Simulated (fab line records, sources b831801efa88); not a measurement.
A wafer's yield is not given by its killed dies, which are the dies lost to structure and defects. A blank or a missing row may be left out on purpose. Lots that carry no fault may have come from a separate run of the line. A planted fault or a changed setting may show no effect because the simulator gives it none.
Matching of chambers || flow gf180mcu || 3 sister chambers for GF_SAB_CVD_00 on pecvd-02
The step deposits SiO2 from TEOS, target thk 50 nm, time 4.9302 s. 3 wafers are shown with their chamber, then 7 later ones without.

== WAFERS WITH THEIR CHAMBER ==
{"wafer": "L790.2", "chamber": 2, "heater_power_w (W)": 721}
{"wafer": "L797.2", "chamber": 0, "heater_power_w (W)": 590}
{"wafer": "L797.5", "chamber": 1, "heater_power_w (W)": 722}

== WAFERS WITH NO CHAMBER GIVEN ==
{"wafer": "L797.6", "heater_power_w (W)": 579}
{"wafer": "L798.1", "heater_power_w (W)": 628}
{"wafer": "L798.2", "heater_power_w (W)": 676}
{"wafer": "L798.5", "heater_power_w (W)": 680}
{"wafer": "L800.1", "heater_power_w (W)": 595}
{"wafer": "L800.5", "heater_power_w (W)": 594}
{"wafer": "L800.6", "heater_power_w (W)": 612}

== WHICH CHAMBER EACH ONE RAN IN ==
{"wafer": "L797.6", "from the rows above": 0, "in truth": 0}
{"wafer": "L798.1", "from the rows above": "can't be placed: 0 or 2 or 1", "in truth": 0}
{"wafer": "L798.2", "from the rows above": "can't be placed: 2 or 1 or 0", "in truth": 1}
{"wafer": "L798.5", "from the rows above": "can't be placed: 2 or 1 or 0", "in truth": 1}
{"wafer": "L800.1", "from the rows above": 0, "in truth": 0}
{"wafer": "L800.5", "from the rows above": 0, "in truth": 0}
{"wafer": "L800.6", "from the rows above": 0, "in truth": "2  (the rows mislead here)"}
Correctly placed: 3 of 7. These rows do not allow placing 3 (true chamber among the candidates in 3). 1 placed wrongly.
How it was worked out, from the rows above alone: a wafer's distance from a chamber is the root of the sum, over the readings, of the square of ((its reading less the chamber's mean) divided by the reading's scatter). If the next closest chamber is less than 2 further off than the closest, the wafer can't be placed; otherwise it belongs to the closest. Each chamber's mean is taken over the wafers shown for it. The scatter: with one shown wafer a chamber, the root of the mean of the squares of how far each hidden wafer lies from its nearest shown one.
